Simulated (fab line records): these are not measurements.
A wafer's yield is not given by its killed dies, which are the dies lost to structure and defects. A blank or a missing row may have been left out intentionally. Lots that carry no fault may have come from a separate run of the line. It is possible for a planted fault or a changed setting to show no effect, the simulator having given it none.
What tool caused it?	flow sky130	Sampling: 13 lots, 39 wafers, 3 of 708 route steps

## WHAT THE GAUGES SHOWED, per wafer
SKY_GATE_OXIDE_OVL_MEAS_10. Usual: GATE_OXIDE_OVL typically reads 0.6 nm, with standard deviation 1.3.
lot	measured	on	GATE_OXIDE_OVL (nm)	flag
L256	day 13 21:27	overlay-01	3.2 1.9 0.3	
L261	day 15 12:05	overlay-02	-1.1 -2.0 -0.7	
L262	day 15 19:32	overlay-02	3.0 3.0 2.2	
L265	day 16 17:38	overlay-02	2.1 -0.4 -0.6	
L264	day 16 20:17	overlay-02	1.2 1.6 3.1	
L266	day 17 11:01	overlay-01	0.6 1.0 -1.1	
L267	day 17 11:51	overlay-01	2.0 0.5 1.1	
L268	day 17 23:44	overlay-01	1.2 -1.4 -0.4	
L269	day 18 06:23	overlay-01	2.1 0.8 0.6	
L270	day 19 01:25	overlay-02	1.4 0.8 0.6	
L274	day 19 22:56	overlay-01	1.9 2.8 2.8	
L277	day 21 04:21	overlay-01	-0.7 1.5 0.3	
L279	day 21 20:02	overlay-01	0.5 -0.2 0.7	

SKY_POLY_GATE_THK_MEAS_21. Usual: POLY_GATE_OXIDATION_THK typically reads 4.02 nm, with standard deviation 0.072.
lot	measured	on	POLY_GATE_OXIDATION_THK (nm)	flag
L256	day 16 10:56	film metro-03	3.98 3.96 4.07	
L261	day 18 04:59	film metro-01	4.02 3.98 3.93	
L262	day 18 16:23	film metro-01	4.16 4.23 4.16	
L265	day 19 15:00	film metro-01	3.91 3.93 3.89	
L264	day 19 18:45	film metro-04	4.02 3.98 4.11	
L266	day 20 08:50	film metro-03	3.96 4.04 4.01	
L267	day 20 08:50	film metro-01	3.98 4.09 3.96	
L268	day 20 20:47	film metro-03	4.09 4.07 4.08	
L269	day 21 05:47	film metro-04	4.00 4.12 3.99	
L270	day 21 21:58	film metro-04	3.90 4.02 4.00	
L274	day 22 21:28	film metro-03	4.00 4.00 4.00	
L277	day 24 00:20	film metro-04	4.07 3.94 3.93	
L279	day 24 14:09	film metro-01	3.96 3.99 4.11	

SKY_POLY_GATE_CD_MEAS_22. Usual: cd nm reads 149.5 nm (standard deviation 2.2).
lot	measured	on	cd nm (nm)	flag
L256	day 16 11:00	cd sem-02	152.5 150.9 151.8	
L261	day 18 05:04	cd sem-02	148.0 147.2 145.9	
L262	day 18 16:26	cd sem-01	153.0 150.5 151.3	
L265	day 19 15:04	cd sem-01	147.3 147.0 150.6	
L264	day 19 18:49	cd sem-02	148.5 149.1 148.8	
L266	day 20 09:05	cd sem-01	150.8 151.0 149.0	
L267	day 20 08:55	cd sem-01	149.2 147.1 149.4	
L268	day 20 20:52	cd sem-01	153.1 149.9 152.9	
L269	day 21 05:50	cd sem-01	148.4 149.5 148.9	
L270	day 21 22:02	cd sem-01	148.7 150.4 148.5	
L274	day 22 21:32	cd sem-02	148.5 149.2 147.0	
L277	day 24 00:25	cd sem-02	153.0 149.8 153.5	
L279	day 24 14:13	cd sem-01	152.6 153.3 153.0	

## EACH LOT AND THE TOOL THAT RAN IT (in order: tool; ch and the chambers of the sampled wafers; start)
There is no process step in the record ahead of these readings.

## WHAT THE TOOLS THEMSELVES READ (means of the sampled wafers that have a number; where no wafer has one, the mark that the record gives instead)
The record holds no such reading with a usual standard deviation.

## THE ANSWER, worked out from the rows above alone
Rule: a lot is off if the mean of its wafers that have a number lies more than 3 standard deviations from the usual mean. Also off: a lot with no number at a reading for which 4 or more lots have one. Where the step has rows for the other lots, those lots are counted as sound. Order of review: gauges by route order, followed by the tools' own readings, for which a lot's mean as printed above is used. At the first step where some lot is off, the reading lying furthest off is the one used; lots without a number count as furthest.
Nothing can be told from this: no lot is off at any reading shown.

## WHAT THE SIMULATOR HAD INSERTED
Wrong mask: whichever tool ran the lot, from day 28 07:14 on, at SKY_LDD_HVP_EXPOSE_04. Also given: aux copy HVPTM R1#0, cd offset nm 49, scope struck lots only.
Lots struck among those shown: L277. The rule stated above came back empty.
